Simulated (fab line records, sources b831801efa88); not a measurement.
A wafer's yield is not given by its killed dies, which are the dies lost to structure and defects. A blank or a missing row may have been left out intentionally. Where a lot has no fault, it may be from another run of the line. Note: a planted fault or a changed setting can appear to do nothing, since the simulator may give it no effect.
A struck lot beside a sound one ; flow sky130 ; 17 steps out of a route of 708
Sound: these wafers, L526.2, L526.3, L526.5. Struck: wafer L539.4 (left out: L539.1, L539.5 of the same lot, which were not struck); the cause appears at the end.
For every step that has rows: the tool of each side, followed by ch and its chambers, followed by its first start. Under that, the readings that differ: sound wafers ; struck wafers ; difference of the means ; sigmas: that difference in standard deviations of wafers without a fault.
alike: words and numbers the same on both sides, and readings whose means are apart by under 2 such deviations; not compared: readings that were withheld, readings missing a value for some wafer, numbers with overlapping values and no deviation given by the record, and bounds like >300 which may hide the same value.
The two part at a step that has a row with sigmas, a row that says differs or no value, or rows on one side only. Numbers that have no deviation but don't overlap get no sigmas and don't part them. A reading that every wafer of one side lacks parts them only if that side has two wafers or more.

SKY_VIA3_CMP_02: polishes SiO2.
  sound on cmp-02 ch 0,1,2, day 37 07:05; struck on cmp-02 ch 0, day 44 00:52
  alike: motor-current-A
SKY_VIA3_BOW_MEAS_03:
  struck on film-metro-02, day 44 01:04; sound on film-metro-03, day 37 07:19
  alike: VIA3_BOW
then, 8 steps without rows for these wafers: SKY_VIA3_DEHYDRATE_04 (time 60 s); SKY_VIA3_HMDS_05 (prime time 60 s); SKY_VIA3_COAT_06 (resist thk 60 nm); SKY_VIA3_COAT_07 (resist thk 450 nm); SKY_VIA3_SOFTBAKE_08 (time 90 s); SKY_VIA3_EXPOSE_09 (exposes mask VIM3, target cd 200 nm); SKY_VIA3_PEB_10; SKY_VIA3_DEVELOP_11 (develop time 60 s).
SKY_VIA3_CD_MEAS_12: target cd 200 nm.
  struck on cd-sem-02, day 44 22:24; sound on cd-sem-01, day 38 08:11
  alike: cd-nm
SKY_VIA3_OVL_MEAS_13:
  struck on overlay-02, day 44 22:31; sound on overlay-01, day 38 08:17
reading;sound;struck;difference;sigmas
VIA3_OVL (nm);7 -5 -3;-18;-18;-3
SKY_VIA3_ETCH_14: etches BARC in N2/H2, stops on SiO2, time 45.9 s, target depth 60 nm.
  sound on rie-diel-04 ch 0,1, day 38 08:19; struck on rie-diel-01 ch 0, day 44 22:34
reading;sound;struck;difference;sigmas
oes-product-au (a.u.);0.860 0.843 0.849;0.810;-0.041;-9
model.KrF-thick_of_VIA3_COAT_07.thk-nm (nm);392.6 393.6 393.5;404.1;+10.9;
model.etch.depth-nm (nm);59.86 59.91 59.94;54.83;-5.07;
model.VIA3.cd-nm (nm);199 200.1 199.7;196.3;-3.3;
  alike: drypump-motor-current-A, throttle-valve-pct
  not compared: rf-hours-counter-h
SKY_VIA3_ETCH_15: etches SiO2 in C4F8/O2/Ar, stops on TiN, target depth 507 nm, time 78 s.
  sound on rie-diel-04 ch 0,1, day 38 08:22; struck on rie-diel-01 ch 0, day 44 22:36
reading;sound;struck;difference;sigmas
oes-product-au (a.u.);0.947 0.944 0.946;0.870;-0.076;-15
model.KrF-thick_of_VIA3_COAT_07.thk-nm (nm);290.3 291.6 291.6;300.9;+9.7;
  not compared: rf-hours-counter-h
SKY_VIA3_STRIP_16: strips in O2/N2.
  sound on plasma-asher-02 ch 0,1, day 38 08:25; struck on plasma-asher-01 ch 1, day 44 22:40
reading;sound;struck;difference;sigmas
strip-time-to-endpoint-s (s);4.122 4.129 4.130;4.231;+0.104;+6
  alike: drypump-motor-current-A, oes-product-au
  not compared: rf-hours-counter-h
then, 1 step without rows for these wafers: SKY_VIA3_STRIP_17 (strips in post etch residue remover, time 1200 s).
-- the record jumps here: 5 days lie between the struck wafers' starts before and after (it left off in module VIA3 and takes up again in module PAD_OPEN, whose first step shown is number 708 of the route) --
SKY_PAD_OPEN_PROBE_99:
  struck on prober-01, day 50 02:38; sound on prober-02, day 44 18:47
reading;sound;struck;difference;sigmas
hold;- - -;await-dispo/3.7h/release;no value on the sound wafers;
defect-limited-yield (%);79.3 80.3 78.7;72.6;-6.8;-4
killed_at_M0_to_M3;46 47 60;97;+46;+7
killed-at-contacts;33 35 23;20;-10;-2
killed-dies;102 97 105;135;+34;+4
killed-short;49 39 56;30;-18;-3
sort_bin_3_pad_short (%);1.4 1.2 0.6;0;-1;-3
sort_bin_5_function (%);12.4 11.0 11.8;22.0;+10.3;+7
sort_bin_6_memory (%);6.9 7.5 8.9;5.5;-2.3;-2
sort-n-pass;390 395 387;357;-34;-4
sort-yield-pct (%);79.3 80.3 78.7;72.6;-6.8;-4
model.etest.tester.sort-n-pass;390 395 387;357;-34;
model.etest.tester.sort_bin_5_pct (%);12.4 10.98 11.79;21.95;+10.23;
model.etest.tester.sort-yield-pct (%);79.27 80.28 78.66;72.56;-6.84;
model.etest.via3-chain.rc-ohm;9.78 9.154 9.654;13.75;+4.22;
  alike: killed_at_M4_up, killed-at-front-end, killed-at-other, killed-open

== WHERE THEY PART ==
Last at SKY_PAD_OPEN_PROBE_99 as far as this record goes, first at SKY_VIA3_OVL_MEAS_13.

WHY: what had been put in by the simulator
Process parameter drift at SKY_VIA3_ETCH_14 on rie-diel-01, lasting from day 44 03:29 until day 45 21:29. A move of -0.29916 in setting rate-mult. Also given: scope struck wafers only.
